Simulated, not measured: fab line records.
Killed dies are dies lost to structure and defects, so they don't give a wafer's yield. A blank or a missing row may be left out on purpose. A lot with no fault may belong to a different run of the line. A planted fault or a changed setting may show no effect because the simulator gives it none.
Matching of chambers + flow sky130 + rie diel-04 running SKY_VIA2_ETCH_14: 4 sister chambers
The step etches BARC in N2/H2, stops on SiO2, time 45.9 s, target depth 60 nm. 4 wafers are shown with their chamber, then 11 later ones without.

## EACH WAFER AND ITS CHAMBER
| wafer  | chamber | drypump motor current A (A) |
|--------|---------|-----------------------------|
| L084.4 | 3       | 5.8                         |
| L090.2 | 2       | 6.3                         |
| L090.5 | 0       | 6.0                         |
| L091.1 | 1       | 6.0                         |

## WAFERS MISSING THEIR CHAMBER
| wafer  | drypump motor current A (A) |
|--------|-----------------------------|
| L091.4 | 6.0                         |
| L091.5 | 6.1                         |
| L092.1 | 6.0                         |
| L092.3 | 6.0                         |
| L092.4 | 5.8                         |
| L093.1 | 6.0                         |
| L093.2 | 5.8                         |
| L093.6 | 6.0                         |
| L097.2 | 6.4                         |
| L097.5 | 6.3                         |
| L097.6 | 5.8                         |

## WHICH CHAMBER EACH ONE RAN IN
| wafer  | from the rows above     | in truth |
|--------|-------------------------|----------|
| L091.4 | can't be placed: 0 or 1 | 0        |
| L091.5 | can't be placed: 0 or 1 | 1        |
| L092.1 | can't be placed: 0 or 1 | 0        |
| L092.3 | can't be placed: 0 or 1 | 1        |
| L092.4 | 3                       | 3        |
| L093.1 | can't be placed: 0 or 1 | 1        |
| L093.2 | 3                       | 3        |
| L093.6 | can't be placed: 0 or 1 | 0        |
| L097.2 | 2                       | 2        |
| L097.5 | 2                       | 2        |
| L097.6 | 3                       | 3        |
Correctly placed: 5 of 11. Cannot be placed on the basis of these rows: 6; the candidates contain the true chamber in 6. 0 placed wrongly.
How it was worked out, from the rows above alone: a wafer's distance from a chamber is the root of the sum, over the readings, of the square of ((its reading less the chamber's mean) divided by the reading's scatter). If the next closest chamber is less than 2 further off than the closest, the wafer can't be placed; otherwise it belongs to the closest. For every chamber, the mean is computed from those of its wafers that are shown. The scatter: with one shown wafer a chamber, the root of the mean of the squares of how far each hidden wafer lies from its nearest shown one.
